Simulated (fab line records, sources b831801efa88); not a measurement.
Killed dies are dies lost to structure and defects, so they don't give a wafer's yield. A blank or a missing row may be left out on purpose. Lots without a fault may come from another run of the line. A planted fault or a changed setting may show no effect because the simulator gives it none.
A struck lot beside a sound one | flow sky130 | 18 steps out of a route of 708
Sound: wafers L615.2, L615.4, L615.5. Struck: wafers L605.3, L605.4, L605.6. The cause comes at the end.
At each step with rows: each side's tool, then ch and its chambers, then its first start. Under that, the readings that differ: sound wafers | struck wafers | difference of the means | sigmas: that difference in standard deviations of wafers without a fault.
alike: readings whose means differ by less than 2 such deviations, and words and numbers that are the same on both sides. not compared: withheld readings, readings that some wafer has no value for, bounds like >300 that may hide the same value, and numbers for which the record gives no deviation and whose values overlap.
The two part at a step that has a row with sigmas, a row that says differs or no value, or rows on one side only. Numbers that don't overlap but have no deviation are shown without sigmas and don't part them. A reading that every wafer of one side lacks parts them only if that side has two wafers or more.

first, 1 step without rows for these wafers: SKY_FIELD_ISO_DEVELOP_12 (develop time 60 s).
SKY_FIELD_ISO_CD_MEAS_13: target cd 150 nm.
  sound on cd_sem-02, day 6 12:33; struck on cd_sem-02, day 4 08:28
  alike: cd_nm
SKY_FIELD_ISO_ETCH_14: etches BARC in N2/H2, stops on SiO2, time 45.9 s, target depth 60 nm.
  sound on rie_diel-02 ch 0,2, day 6 12:39; struck on rie_diel-01 ch 0,1,2, day 4 08:33
  alike: drypump_motor_current_A, oes_product_au, throttle_valve_pct
  not compared: rf_hours_counter_h
SKY_FIELD_ISO_ETCH_15: etches the open film in CHF3/O2, stops on Si, target depth 180 nm, time 72 s.
  sound on rie_diel-02 ch 0,2, day 6 12:41; struck on rie_diel-01 ch 0,1,2, day 4 08:35
  reading               | sound             | struck            | difference | sigmas
  oes_product_au (a.u.) | 0.936 0.943 0.945 | 0.923 0.922 0.929 | -0.017     | -2
  alike: O2_flow_sccm, drypump_motor_current_A, throttle_valve_pct
  not compared: rf_hours_counter_h
SKY_FIELD_ISO_STRIP_16: strips in O2/N2.
  sound on plasma_asher-03 ch 0,1, day 6 12:45; struck on plasma_asher-03 ch 0,1, day 4 08:41
  alike: drypump_motor_current_A, oes_product_au, strip_time_to_endpoint_s
  not compared: rf_hours_counter_h
SKY_FIELD_ISO_ETCH_17: etches Si in HBr/Cl2/O2, target depth 342 nm, time 97.7 s.
  sound on rie_si-01 ch 0,1,3, day 6 12:51; struck on rie_si-01 ch 1,2,3, day 4 08:45
  alike: O2_flow_sccm, drypump_motor_current_A, oes_product_au, throttle_valve_pct
  not compared: rf_hours_counter_h
then, 5 steps without rows for these wafers: SKY_FIELD_ISO_WET_ETCH_18 (etches Si3N4 in H3PO4, target depth 25 nm, time 286 s); SKY_FIELD_ISO_CLEAN_19 (cleans in SC1/SC2, time 150 s); SKY_FIELD_ISO_CLEAN_20 (cleans in dHF, time 20.72 s); SKY_FIELD_ISO_WET_ETCH_21 (etches SiO2 in dHF, target depth 20 nm, time 400 s); SKY_FIELD_ISO_OXIDATION_22 (stabilise 600 s, purge 300 s, target thk 10 nm).
SKY_FIELD_ISO_THK_MEAS_23:
  sound on film_metro-01, day 6 16:35; struck on film_metro-01, day 4 10:50
  alike: FIELD_ISO_OXIDATION_01_THK
SKY_FIELD_ISO_CVD_24: deposits SiO2, target thk 595 nm, time 99.2 s.
  sound on hdpcvd-02 ch 0,1, day 6 16:38; struck on hdpcvd-02 ch 0,1,2, day 4 10:52
  reading                                    | sound           | struck            | difference | sigmas
  model.SiO2_of_FIELD_ISO_CVD_24.thk_nm (nm) | 594.6 601 597.4 | 840.4 840.9 848.9 | +245.7     |
SKY_FIELD_ISO_THK_MEAS_25:
  sound on film_metro-03, day 6 16:43; struck on film_metro-02, day 4 10:58
  reading                   | sound       | struck      | difference | sigmas
  FIELD_ISO_CVD_24_THK (nm) | 594 601 598 | 840 842 849 | +246       | +53
then, 1 step without rows for these wafers: SKY_FIELD_ISO_ANNEAL_26 (time 1800 s).
SKY_FIELD_ISO_CMP_27: polishes, stops on Si3N4, t overpolish 16 s, target thk 457.8 nm.
  sound on cmp-01 ch 0,1,3, day 6 19:38; struck on cmp-01 ch 0,1,2, day 4 12:36
  reading                | sound       | struck      | difference | sigmas
  time_to_endpoint_s (s) | 109 113 107 | 143 152 159 | +42        | +10
  alike: motor_current_A, slurry_flow_ml_min
then, 1 step without rows for these wafers: SKY_FIELD_ISO_WET_ETCH_28 (etches SiO2 in dHF, target depth 23.7 nm, time 47 s).
-- the record jumps here: 44 days lie between the struck wafers' starts before and after (it left off in module FIELD_ISO and takes up again in module PAD_OPEN, whose first step shown is number 708 of the route) --
SKY_PAD_OPEN_PROBE_99:
  the record has rows for the struck wafers here (prober-02, day 48 07:47) and none for the sound ones

WHERE THEY PART
First at SKY_FIELD_ISO_ETCH_15; last, within this record, at SKY_PAD_OPEN_PROBE_99.

WHY: what the simulator had put in
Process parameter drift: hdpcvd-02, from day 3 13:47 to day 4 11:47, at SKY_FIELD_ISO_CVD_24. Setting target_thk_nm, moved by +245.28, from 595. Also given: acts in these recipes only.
